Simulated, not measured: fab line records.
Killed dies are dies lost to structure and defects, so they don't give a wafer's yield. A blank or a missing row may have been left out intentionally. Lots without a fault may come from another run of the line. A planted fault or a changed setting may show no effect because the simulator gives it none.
Comparing a struck lot with a sound one / flow sky130 / 18 steps out of a route of 708
Sound: the wafers L440.1, L440.3, L440.4. Struck: wafer L452.1; the same lot's L452.5 was not struck, so it is left out; see the end for the cause.
At each step with rows: each side's tool, then ch and its chambers, then its first start. Under that, the readings that differ: sound wafers / struck wafers / difference of the means / sigmas: that difference in standard deviations of wafers without a fault.
alike: same words and numbers on both sides, and readings whose means sit less than 2 such deviations apart. not compared: any withheld reading, any reading some wafer has no value for, any bound like >300 that may hide the same value, and any number with overlapping values for which the record gives no deviation.
The two part at a step that has a row with sigmas, a row that says differs or no value, or rows on one side only. Numbers that have no deviation but don't overlap get no sigmas and don't part them. A reading missing from all wafers of one side parts the sides only when that side holds two or more wafers.

SKY_GATE_OXIDE_STRIP_13: strips in O2/N2.
  sound on plasmaAsher-02 ch 0,1, day 17 18:56; struck on plasmaAsher-03 ch 1, day 22 00:25
  alike: drypumpMotorCurrentA, oesProductAu, stripTimeToEndpointS
  not compared: rfHoursCounterH
SKY_GATE_OXIDE_TW_MEAS_14:
  sound on filmMetro-04 at day 17 19:02; struck on filmMetro-02 at day 22 00:31
  alike: GATE_OXIDE_TW
then, 3 steps without rows for these wafers: SKY_GATE_OXIDE_CLEAN_15 (cleans in SC1/SC2, time 150 s); SKY_GATE_OXIDE_OXIDATION_16 (stabilise 600 s, purge 300 s, target thk 3.57 nm); SKY_POLY_GATE_CVD_00 (deposits poly-Si, target thk 180 nm, time 720 s).
SKY_POLY_GATE_THK_MEAS_01:
  sound on filmMetro-02 at day 17 22:38; struck on filmMetro-02 at day 22 03:22
  alike: POLY_GATE_CVD_00_THK
then, 6 steps without rows for these wafers: SKY_RES_PROTECT_DEHYDRATE_00 (time 60 s); SKY_RES_PROTECT_HMDS_01 (prime time 60 s); SKY_RES_PROTECT_COAT_02 (resist thk 1140 nm); SKY_RES_PROTECT_SOFTBAKE_03 (time 60 s); SKY_RES_PROTECT_EXPOSE_04 (exposes mask RPM, target cd 1270 nm); SKY_RES_PROTECT_PEB_05.
SKY_RES_PROTECT_DEVELOP_06: develop time 60 s.
  sound on lithoTrack-03 ch 0, day 19 04:34; struck on lithoTrack-03 ch 0, day 23 09:04
after that, 1 step had no rows for these wafers: SKY_POLY_GATE_IMPLANT_02.
SKY_RES_PROTECT_STRIP_07: strips in O2/N2.
  sound on plasmaAsher-01 ch 0,1, day 19 04:52; struck on plasmaAsher-03 ch 1, day 23 09:22
reading=drypumpMotorCurrentA (A); sound=5.29 5.23 5.76; struck=5.96; difference=+0.53; sigmas=+3
reading=stripTimeToEndpointS (s); sound=23.33 23.33 23.30; struck=23.23; difference=-0.09; sigmas=-2
  alike: oesProductAu
  not compared: rfHoursCounterH
SKY_RES_PROTECT_TW_MEAS_08:
  sound on filmMetro-04 at day 19 04:58; struck on filmMetro-04 at day 23 09:28
reading=POLY_GATE_TW; sound=4100 4089 4079; struck=30; difference=-4059; sigmas=-99 or more
then, 2 steps without rows for these wafers: SKY_RES_PROTECT_CLEAN_09 (cleans in SC1/SC2, time 150 s); SKY_PAD_OPEN_PROBE_99.

## WHERE THEY PART
First at SKY_RES_PROTECT_STRIP_07; last, within this record, at SKY_RES_PROTECT_TW_MEAS_08.

WHY: what the simulator had put in
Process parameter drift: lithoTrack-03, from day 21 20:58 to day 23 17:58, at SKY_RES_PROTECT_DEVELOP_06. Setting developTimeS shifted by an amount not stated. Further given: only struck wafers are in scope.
